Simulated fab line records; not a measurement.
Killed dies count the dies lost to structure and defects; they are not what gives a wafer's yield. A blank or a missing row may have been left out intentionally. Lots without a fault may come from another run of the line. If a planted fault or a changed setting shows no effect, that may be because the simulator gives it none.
Which of the tools did it?	flow gf180mcu	6 lots with 17 wafers sampled at 4 steps, on a route of 602 steps

## WHAT EACH GAUGE READ, for each wafer
GF_VT_IMPLANT_RS_MEAS_47: measurement is done with a four-point probe.
lot	measured	on	NWELL_RS (ohm/sq)
L671	day 7 18:54	film-metro-01	487.5 487.4 488.3
L676	day 9 07:33	film-metro-04	489.9 489.2 490.0
L679	day 10 02:46	film-metro-04	488.9 488.3 489.2
L681	day 10 15:05	film-metro-03	486.1 486.5 487.3
L690	day 13 04:14	film-metro-03	500.5 486.5
L692	day 13 19:40	film-metro-03	488.1 486.8 487.9

## WHAT TOOL EACH LOT RAN ON (gives the tool, then ch and the chambers of the sampled wafers, and finally the start)
lot	GF_STI_CMP_25	GF_NWELL_IMPLANT_08	GF_MVPSD_STRIP_10
L671	cmp-01 ch 0,2,3, day 2 08:27	implanter-04 ch 0, day 3 12:17	plasma-asher-04 ch 0,1, day 5 06:14
L676	cmp-01 ch 0,2,3, day 3 10:38	implanter-03 ch 0, day 4 16:55	plasma-asher-04 ch 0,1, day 6 13:52
L679	cmp-02 ch 0,2,3, day 4 01:44	implanter-02 ch 0, day 5 08:23	plasma-asher-04 ch 0,1, day 7 07:11
L681	cmp-01 ch 0,2, day 4 11:58	implanter-02 ch 0, day 5 18:56	plasma-asher-04 ch 0,1, day 7 18:08
L690	cmp-01 ch 0,2, day 6 11:06	implanter-02 ch 0, day 7 20:47	plasma-asher-04 ch 0,1, day 10 00:44
L692	cmp-01 ch 1,2,3, day 6 20:47	implanter-04 ch 0, day 8 07:39	plasma-asher-03 ch 1, day 10 12:53
- GF_STI_CMP_25: polishes, stops on Si3N4, t overpolish 33 s, target thk 524.6 nm.
- GF_NWELL_IMPLANT_08
- GF_MVPSD_STRIP_10: strips in O2/N2.

## THE ANSWER, worked out from the rows above alone
Rule: the lots themselves supply what counts as usual. Put in order of their means at a reading, lots are off if they are a third of the lots or fewer, leave a main group of 4 or more, and stand apart from it by a gap of 3 or more times the standard deviation of the main group's means; of several such gaps the widest counts. The tables above print the reading to a certain number of digits; a main group whose means all agree to those digits is not used. A lot without any number at a reading at which 4 lots or more have one is off too. All remaining lots with rows at the step are treated as sound.
Off: L690, seen at GF_VT_IMPLANT_RS_MEAS_47 (NWELL_RS). Mean 488.1 ohm/sq and standard deviation 1.1 in the main group.
If a tool, at a process step before that reading, ran all the lots that are off and no sound lot after the first of them, it fits. Gauges at GF_VT_IMPLANT_RS_MEAS_47: tried the same way as those tools. Can't be told from this: 2 tools fit, implanter-02 at GF_NWELL_IMPLANT_08, plasma-asher-04 at GF_MVPSD_STRIP_10.

## WHAT THE SIMULATOR PUT IN
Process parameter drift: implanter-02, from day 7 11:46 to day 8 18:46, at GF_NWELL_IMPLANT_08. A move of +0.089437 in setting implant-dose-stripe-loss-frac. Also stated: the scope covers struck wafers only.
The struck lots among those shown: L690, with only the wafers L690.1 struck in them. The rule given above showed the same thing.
